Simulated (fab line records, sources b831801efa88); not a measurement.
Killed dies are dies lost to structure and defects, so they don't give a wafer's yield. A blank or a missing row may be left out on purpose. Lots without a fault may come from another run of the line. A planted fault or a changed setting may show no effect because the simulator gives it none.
One fault seen from 2 desks | flow gf180mcu | each desk has only its own numbers; what lay behind them comes last

THE TOOL OWNER'S DESK: pecvd-01
The tool's own readings at GF_V2_CVD_02 (deposits SiO2 from TEOS, target thk 850 nm, time 94.851 s): means of the sampled wafers that have a number, for each lot that ran on this tool. A lot is out of limits, marked OUT, if its mean lies more than 4 standard deviations from the usual mean; the brackets give that distance.
Columns: A = heater_power_outer_w at GF_V2_CVD_02, usual 417 W; B = heater_power_w at GF_V2_CVD_02, usual 705 W
lot  | first seen here | A   | B
L943 | day 19 12:18    | 404 | 661
L957 | day 24 15:50    | 430 | 701
L959 | day 25 05:02    | 437 | 675
This desk's finding: nothing out of limits on any of the 3 lots.

THE METROLOGY DESK
What the gauges read, lot by lot, whatever tool the lot ran on: means of the sampled wafers that have a number. A lot is out of limits, marked OUT, if its mean lies more than 4 standard deviations from the usual mean; the brackets give that distance.
Columns: A = cd_nm at GF_M1_CD_MEAS_14, usual 229.9 nm; B = V2_CVD_02_THK at GF_V2_THK_MEAS_03, usual 851 nm
lot  | first seen here | A     | B
L943 | day 17 08:32    | 229.9 | 863
L944 | day 17 16:07    | 228.5 | 843
L946 | day 18 08:26    | 229.5 | 847
L947 | day 18 11:51    | 231.2 | 848
L949 | day 19 01:46    | 230.2 | 852
L953 | day 20 23:00    | 229.8 | 855
L957 | day 22 14:17    | 229.3 | 683 (-15) OUT
L959 | day 23 04:47    | 230.8 | 705 (-13) OUT
L960 | day 23 11:26    | 232.0 | 848
L964 | day 24 11:55    | 227.3 | 841
L965 | day 24 21:46    | 230.7 | 857
L966 | day 25 03:09    | 229.6 | 864
This desk's finding: out of limits on L957, L959; first on L957, day 24 15:55 (V2_CVD_02_THK at GF_V2_THK_MEAS_03). In limits: L943, L944, L946, L947, L949, L953, L960, L964, L965, L966.

PUT TOGETHER
The metrology desk could have raised an alarm at day 24 15:55, on L957, L959.
The tool owner's desk saw nothing out of limits.
The tool owner's desk has L957, L959 on record, within its limits.
Of the lots named, all ran GF_V2_CVD_02 on pecvd-01.

WHAT THE SIMULATOR HAD PUT IN
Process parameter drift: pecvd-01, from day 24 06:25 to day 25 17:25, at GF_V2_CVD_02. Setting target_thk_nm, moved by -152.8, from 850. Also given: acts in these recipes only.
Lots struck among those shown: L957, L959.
Hours from the fault's start to each desk's first reading out of limits: the metrology desk, 10.
